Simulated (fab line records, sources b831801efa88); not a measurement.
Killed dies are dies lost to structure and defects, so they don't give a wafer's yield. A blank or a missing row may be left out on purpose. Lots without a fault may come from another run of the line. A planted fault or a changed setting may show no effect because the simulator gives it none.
Tool commonality check | flow gf180mcu | 13 lots, 39 wafers sampled

WHY IT WAS OPENED
At GF_HV_LDD_CD_MEAS_07 the reading cd_nm is flagged on 3 of 13 lots. Wafers without a fault read 400.3 nm, standard deviation 2.2.
Rule: a lot is flagged when every wafer of it that has a number lies more than 4 standard deviations from that mean, or none has a number. The other lots count as sound.

lot  | measured     | on        | cd_nm (nm), wafer by wafer | flag
L868 | day 9 23:13  | cd_sem-02 | 401.0 401.2 400.6          |
L869 | day 10 05:47 | cd_sem-01 | 399.2 399.4 398.3          |
L870 | day 10 12:17 | cd_sem-02 | 401.6 402.6 401.7          |
L876 | day 12 12:32 | cd_sem-01 | 397.9 398.4 398.4          |
L879 | day 13 10:58 | cd_sem-01 | 398.7 398.8 400.1          |
L880 | day 13 14:27 | cd_sem-01 | 322.8 324.3 323.6          | FLAGGED
L881 | day 13 22:09 | cd_sem-02 | 331.7 327.0 330.2          | FLAGGED
L882 | day 14 03:03 | cd_sem-01 | 331.9 332.1 331.5          | FLAGGED
L883 | day 14 17:35 | cd_sem-01 | 400.8 400.3 400.7          |
L884 | day 14 21:02 | cd_sem-02 | 397.3 399.4 398.2          |
L887 | day 15 19:28 | cd_sem-01 | 401.0 397.4 397.0          |
L890 | day 16 18:53 | cd_sem-02 | 401.5 402.1 400.1          |
L891 | day 17 06:11 | cd_sem-02 | 401.5 400.2 402.0          |
The numbers of the flagged lots are 328.3 nm on average: -72.0 nm against the usual, or -33 standard deviations.

WHICH TOOL RAN EACH LOT
The record holds 2 process steps before the reading, out of a route of 602 steps. In each cell: the tool, then ch and the chambers that the sampled wafers went through, then the start.
lot  | flag    | GF_POLY_GATE_ETCH_12               | GF_HV_LDD_DEVELOP_06
L868 |         | rie_diel-03 ch 2,3, day 9 04:52    | litho_track-02 ch 0, day 9 23:04
L869 |         | rie_diel-02 ch 0,2,3, day 9 11:13  | litho_track-04 ch 0, day 10 05:38
L870 |         | rie_diel-04 ch 0,1,2, day 9 17:10  | litho_track-04 ch 0, day 10 12:08
L876 |         | rie_diel-02 ch 1,2, day 11 14:53   | litho_track-02 ch 0, day 12 12:24
L879 |         | rie_diel-03 ch 0,1,3, day 12 13:16 | litho_track-02 ch 0, day 13 10:49
L880 | FLAGGED | rie_diel-03 ch 1,2,3, day 12 16:07 | litho_track-02 ch 0, day 13 14:18
L881 | FLAGGED | rie_diel-03 ch 1,2,3, day 12 23:19 | litho_track-02 ch 0, day 13 22:00
L882 | FLAGGED | rie_diel-04 ch 0,1,2, day 13 04:22 | litho_track-02 ch 0, day 14 02:54
L883 |         | rie_diel-03 ch 0,2,3, day 13 16:56 | litho_track-01 ch 0, day 14 17:26
L884 |         | rie_diel-02 ch 0,1,3, day 13 22:39 | litho_track-01 ch 0, day 14 20:53
L887 |         | rie_diel-02 ch 0,1,3, day 14 20:50 | litho_track-04 ch 0, day 15 19:20
L890 |         | rie_diel-02 ch 1,2, day 15 19:28   | litho_track-04 ch 0, day 16 18:44
L891 |         | rie_diel-04 ch 0,1,3, day 16 06:07 | litho_track-04 ch 0, day 17 06:02
What these steps do:
- GF_POLY_GATE_ETCH_12: etches BARC in N2/H2.
- GF_HV_LDD_DEVELOP_06: develop time 60 s.
- GF_HV_LDD_CD_MEAS_07: target cd 400 nm.

FLAGGED OVER TOTAL, TOOL BY TOOL (the gauges that took the reading come last)
step                 | tool           | lots run | flagged | share of the flagged lots | sound lots run after its first flagged lot
GF_POLY_GATE_ETCH_12 | rie_diel-02    | 5        | 0       | none                      | -
GF_POLY_GATE_ETCH_12 | rie_diel-03    | 5        | 2       | some                      | 1 (L883)
GF_POLY_GATE_ETCH_12 | rie_diel-04    | 3        | 1       | some                      | 1 (L891)
GF_HV_LDD_DEVELOP_06 | litho_track-01 | 2        | 0       | none                      | -
GF_HV_LDD_DEVELOP_06 | litho_track-02 | 6        | 3       | all                       | 0
GF_HV_LDD_DEVELOP_06 | litho_track-04 | 5        | 0       | none                      | -
GF_HV_LDD_CD_MEAS_07 | cd_sem-01      | 7        | 2       | some                      | 2 (L883,L887)
GF_HV_LDD_CD_MEAS_07 | cd_sem-02      | 6        | 1       | some                      | 3 (L884,L890,L891)

WHAT THE TABLE ALLOWS
1 row of the table ran every flagged lot: litho_track-02 at GF_HV_LDD_DEVELOP_06.
- litho_track-02 at GF_HV_LDD_DEVELOP_06: 3 of its 6 lots flagged. Its last sound lot is L879 (day 13 10:49), its first flagged lot L880 (day 13 14:18): a fault that began between those two fits.
One tool is left: litho_track-02 at GF_HV_LDD_DEVELOP_06.

WHAT THE SIMULATOR HAD PUT IN
Process parameter drift: litho_track-02, from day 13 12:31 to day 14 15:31, at GF_HV_LDD_DEVELOP_06. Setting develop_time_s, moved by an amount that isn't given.
Lots struck among those shown: L880, L881, L882. The rule above found the same.
